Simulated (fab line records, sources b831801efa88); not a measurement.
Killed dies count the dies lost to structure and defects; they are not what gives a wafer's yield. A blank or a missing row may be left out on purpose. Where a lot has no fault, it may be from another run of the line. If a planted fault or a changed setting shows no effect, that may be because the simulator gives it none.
Code-filled problem report in 8D (eight disciplines) form	flow gf180mcu	the parts of the form that need people (team, actions taken, sign-off) are left out

## 1. WHAT IS WRONG
Mean of tube-center-temp-C at GF_DUAL_GATE_OXIDATION_15: 870.19 C across 9 wafers in 3 lots; on wafers with no fault it is 850.01 C (standard deviation 0.072). So: +99 or more standard deviations from the usual mean.
The step: stabilise 600 s, purge 300 s, target thk 7.098 nm.
The first sign was on wafer L162.3 at day 10 18:40, on furnace-01. Wafers with a number at this step in the record: 36, from 12 lots. Rule for "out", or "out of limits": more than 4 standard deviations from the usual mean. The other wafers with a number count as sound.

## 2. WHAT IT IS; WHAT IT IS NOT
question	is	is not
which readings at this step	tube-center-temp-C, spike-tc-bottom-C, spike-tc-centre-C, spike-tc-lower-C, spike-tc-top-C, spike-tc-upper-C, tube_center_temp_C_max	-
which lots	L162, L163, L164	L155, L156, L158, L159, L160, L173, L174, L175, L177
which wafers of those lots	all that have a number	-
read on which tools	furnace-01	furnace-02
when	from day 10 18:40	up to then (15 sound wafers); but 12 sound wafers of L173, L174, L175, L177 came after

## 3. WHAT RULES OUT EACH SUSPECT
Counting: a tool stays on the suspect list if, at a process step up to the reading, it processed all lots that are out and no sound lot following the first of them.
- furnace-01 at GF_DUAL_GATE_OXIDATION_15 (stabilise 600 s, purge 300 s, target thk 7.098 nm): ruled out as a lasting fault. The sound lots L173, L177 went through it after L162, its earliest lot that is out (day 10 18:40).
Left after counting: nothing in the record.

## 4. THE CAUSE (what the simulator had put in)
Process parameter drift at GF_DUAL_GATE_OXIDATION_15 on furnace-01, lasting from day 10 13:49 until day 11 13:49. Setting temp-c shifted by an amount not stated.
Counting ruled it out, wrongly.

## 5. THE EFFECT CHAIN, in route order
One row per reading whose mean, taken over the struck wafers that have a number, lies over 3 standard deviations from the usual. Only readings whose record carries a usual standard deviation are examined. hours: median over the lots of the time between each lot's start at the first step of this table that gives one and its start at this step. sigmas: the change, counted in usual standard deviations.
hours	step	reading	usual	on struck wafers	change	sigmas
0	GF_DUAL_GATE_OXIDATION_15	spike-tc-bottom-C	866.3 C	885.3	+19.0	+19
0	GF_DUAL_GATE_OXIDATION_15	spike-tc-centre-C	851.4 C	871.4	+20.0	+20
0	GF_DUAL_GATE_OXIDATION_15	spike-tc-lower-C	849.7 C	869.6	+19.9	+18
0	GF_DUAL_GATE_OXIDATION_15	spike-tc-top-C	863.2 C	883.1	+19.9	+20
0	GF_DUAL_GATE_OXIDATION_15	spike-tc-upper-C	849.1 C	868.6	+19.5	+14
0	GF_DUAL_GATE_OXIDATION_15	tube-center-temp-C	850.01 C	870.19	+20.18	+99 or more
0	GF_DUAL_GATE_OXIDATION_15	tube_center_temp_C_max	852.3	872.5	+20.2	+52
The process steps in it:
- GF_DUAL_GATE_OXIDATION_15: stabilise 600 s, purge 300 s, target thk 7.098 nm.

## 6. WHAT WOULD HAVE CAUGHT IT SOONER
The fault began at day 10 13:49; the first out-of-limits reading in this record came at day 10 18:40, 5 hours later.
